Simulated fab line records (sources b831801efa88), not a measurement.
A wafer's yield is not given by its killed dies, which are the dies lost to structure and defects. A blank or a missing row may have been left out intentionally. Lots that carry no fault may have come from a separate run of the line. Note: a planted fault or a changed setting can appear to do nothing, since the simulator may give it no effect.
Matching of chambers + flow gf180mcu + 4 sister chambers for GF_V4_ETCH_16 on rieDiel-02
The step etches BARC in N2/H2. 7 wafers are shown with their chamber, then 9 later ones without.

## EACH WAFER AND ITS CHAMBER
| wafer  | chamber | drypumpMotorCurrentA (A) | throttleValvePct (%) |
|--------|---------|--------------------------|----------------------|
| L082.4 | 3       | 5.57                     | 13.229               |
| L092.1 | 1       | 5.51                     | 13.217               |
| L092.3 | 2       | 6.01                     | 13.240               |
| L092.5 | 0       | 5.51                     | 13.239               |
| L093.3 | 2       | 5.99                     | 13.229               |
| L093.4 | 0       | 5.49                     | 13.226               |
| L093.6 | 1       | 5.53                     | 13.219               |

## WAFERS MISSING THEIR CHAMBER
| wafer  | drypumpMotorCurrentA (A) | throttleValvePct (%) |
|--------|--------------------------|----------------------|
| L096.1 | 5.51                     | 13.232               |
| L096.2 | 6.00                     | 13.236               |
| L096.3 | 5.51                     | 13.214               |
| L096.4 | 5.53                     | 13.218               |
| L096.5 | 6.00                     | 13.228               |
| L096.6 | 5.53                     | 13.222               |
| L097.3 | 5.96                     | 13.222               |
| L097.4 | 5.97                     | 13.235               |
| L097.5 | 5.49                     | 13.227               |

## THE CHAMBER EACH PASSED THROUGH
| wafer  | from the rows above     | in truth                   |
|--------|-------------------------|----------------------------|
| L096.1 | can't be placed: 0 or 1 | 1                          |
| L096.2 | 2                       | 2                          |
| L096.3 | can't be placed: 1 or 0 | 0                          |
| L096.4 | 1                       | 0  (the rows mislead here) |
| L096.5 | 2                       | 2                          |
| L096.6 | can't be placed: 1 or 0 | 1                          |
| L097.3 | 2                       | 2                          |
| L097.4 | 2                       | 2                          |
| L097.5 | can't be placed: 0 or 1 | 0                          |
4 of 9 placed correctly. Unplaceable from these rows: 4, with the true chamber sitting among the candidates in 4. Placed wrongly: 1.
How it was worked out, from the rows above alone: a wafer's distance from a chamber is the root of the sum, over the readings, of the square of ((its reading less the chamber's mean) divided by the reading's scatter). If the next closest chamber is less than 2 further off than the closest, the wafer can't be placed; otherwise it belongs to the closest. Each chamber's mean is taken over the wafers shown for it. The scatter: take each reading less its chamber's mean, square it, sum over the shown wafers, divide by the number of wafers less the number of chambers, and take the root.
